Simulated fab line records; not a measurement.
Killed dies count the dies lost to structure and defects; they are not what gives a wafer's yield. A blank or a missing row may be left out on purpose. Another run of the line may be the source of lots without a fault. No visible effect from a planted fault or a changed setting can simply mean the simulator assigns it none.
A lot that was struck, set against a sound lot | flow sky130 | 36 steps out of a route of 708
Sound: the wafers L604.1, L604.3, L604.5. Struck: wafers L620.1, L620.3. (L620.6 of the same lot was not struck and is left out.) The cause comes at the end.
Order at every step that has rows: each side's tool, ch and its chambers, its first start. Under that, the readings that differ: sound wafers | struck wafers | difference of the means | sigmas: that difference in standard deviations of wafers without a fault.
alike: same words and numbers on both sides, and readings whose means sit less than 2 such deviations apart. not compared: any withheld reading, any reading some wafer has no value for, any bound like >300 that may hide the same value, and any number with overlapping values for which the record gives no deviation.
A row with sigmas, a row that says differs or no value, or rows on one side alone: a step with any of these is where the two part. Numbers that have no deviation but don't overlap get no sigmas and don't part them. A reading that every wafer of one side lacks parts them only if that side has two wafers or more.

first, 9 steps without rows for these wafers: SKY_METAL1_DEHYDRATE_07 (time 60 s); SKY_METAL1_HMDS_08 (prime time 60 s); SKY_METAL1_COAT_09 (resist thk 60 nm); SKY_METAL1_COAT_10 (resist thk 450 nm); SKY_METAL1_SOFTBAKE_11 (time 90 s); SKY_METAL1_EXPOSE_12 (exposes mask MM1, target cd 140 nm); SKY_METAL1_PEB_13; SKY_METAL1_DEVELOP_14 (develop time 60 s); SKY_METAL1_DESCUM_17 (chemistry O2, time 8 s).
SKY_METAL1_ETCH_18: etches BARC in N2/H2, stops on SiO2, time 45.9 s, target depth 60 nm.
  sound on rie metal-01 ch 0,1, day 33 06:57; struck on rie metal-01 ch 0, day 38 17:12
  reading                                       | sound             | struck      | difference | sigmas
  model.KrF-thick_of_METAL1_COAT_10.thk nm (nm) | 393.7 395.8 394.8 | 397.2 396.4 | +2.0       |
  alike: drypump motor current A, n2 flow sccm, oes product au, throttle valve pct
  not compared: rf hours counter h
then, 23 steps without rows for these wafers: SKY_METAL1_METAL_ETCH_19 (etches the open film in Cl2/BCl3, stops on SiO2, target depth 360 nm, time 76.42 s); SKY_METAL1_STRIP_20 (strips in O2/N2); SKY_METAL1_STRIP_21 (strips in post etch residue remover, time 1200 s); SKY_METAL1_CLEAN_22 (cleans in IPA, time 180 s); SKY_METAL1_CLEAN_23 (cleans in O3/DIW); SKY_VIA1_HDPCVD_00 (deposits SiO2, target thk 1030 nm, time 171.7 s); SKY_VIA1_CMP_02 (polishes SiO2); SKY_VIA1_DEHYDRATE_04 (time 60 s); SKY_VIA1_HMDS_05 (prime time 60 s); SKY_VIA1_COAT_06 (resist thk 60 nm); SKY_VIA1_COAT_07 (resist thk 450 nm); SKY_VIA1_SOFTBAKE_08 (time 90 s); SKY_VIA1_EXPOSE_09 (exposes mask VIM, target cd 150 nm); SKY_VIA1_PEB_10; SKY_VIA1_DEVELOP_11 (develop time 60 s); SKY_VIA1_ETCH_14 (etches BARC in N2/H2, stops on SiO2, time 45.9 s, target depth 60 nm); SKY_VIA1_ETCH_15 (etches SiO2 in C4F8/O2/Ar, stops on TiN, target depth 351 nm, time 54 s); SKY_VIA1_STRIP_16 (strips in O2/N2); SKY_VIA1_STRIP_17 (strips in post etch residue remover, time 1200 s); SKY_VIA1_CLEAN_18 (cleans in IPA, time 180 s); SKY_VIA1_CLEAN_19 (cleans in O3/DIW); SKY_VIA1_SPUTTER_20 (material TiN, target thk 20 nm, time 80 s); SKY_VIA1_CVD_21 (deposits W, target thk 270 nm, time 80.902 s).
-- the record jumps here: 2 days lie between the struck wafers' starts before and after (it left off in module VIA1 and takes up again in module METAL2, whose first step shown is number 500 of the route) --
SKY_METAL2_DESCUM_17: chemistry O2, time 8 s.
  sound on rie metal-03 ch 0,1, day 35 15:10; struck on rie metal-03 ch 0,1, day 40 21:05
  reading                 | sound             | struck      | difference | sigmas
  model.METAL2.cd nm (nm) | 139.7 141.4 141.7 | 160.4 160.1 | +19.3      |
  alike: drypump motor current A, oes product au
  not compared: rf hours counter h
SKY_METAL2_METAL_ETCH_19: etches the open film in Cl2/BCl3, stops on SiO2, target depth 360 nm, time 78 s.
  sound on rie metal-03 ch 0,1, day 35 15:16; struck on rie metal-03 ch 0,1, day 40 21:11
  reading                 | sound                | struck        | difference | sigmas
  throttle valve pct (%)  | 22.267 22.261 22.250 | 22.279 22.277 | +0.019     | +2
  model.METAL2.cd nm (nm) | 138.4 139.8 140.5    | 158 157.9     | +18        |
  alike: drypump motor current A, oes product au
  not compared: rf hours counter h
-- the record jumps here: 9 days lie between the struck wafers' starts before and after (it left off in module METAL2 and takes up again in module PAD_OPEN, whose first step shown is number 708 of the route) --
SKY_PAD_OPEN_PROBE_99:
  struck on prober-02, day 50 03:50; sound on prober-02, day 46 07:17
  reading                        | sound                | struck        | difference | sigmas
  model.etest.met2.width nm (nm) | 140.2 140.8 138.4    | 158.5 155.8   | +17.3      |
  model.etest.met2.line ohm um   | 0.9037 0.8951 0.9223 | 0.8042 0.8246 | -0.0926    |
  alike: defect limited yield, killed_at_M0_to_M3, killed_at_M4_up, killed at contacts, killed at front end, killed at other, killed dies, killed open, killed short, sort_bin_3_pad_short, sort_bin_5_function, sort_bin_6_memory, sort n pass, sort yield pct

## WHERE THEY PART
Within this record, at SKY_METAL2_METAL_ETCH_19 only. Later steps at which nothing parts them and some readings are alike: SKY_PAD_OPEN_PROBE_99.

WHY: what had been put in by the simulator
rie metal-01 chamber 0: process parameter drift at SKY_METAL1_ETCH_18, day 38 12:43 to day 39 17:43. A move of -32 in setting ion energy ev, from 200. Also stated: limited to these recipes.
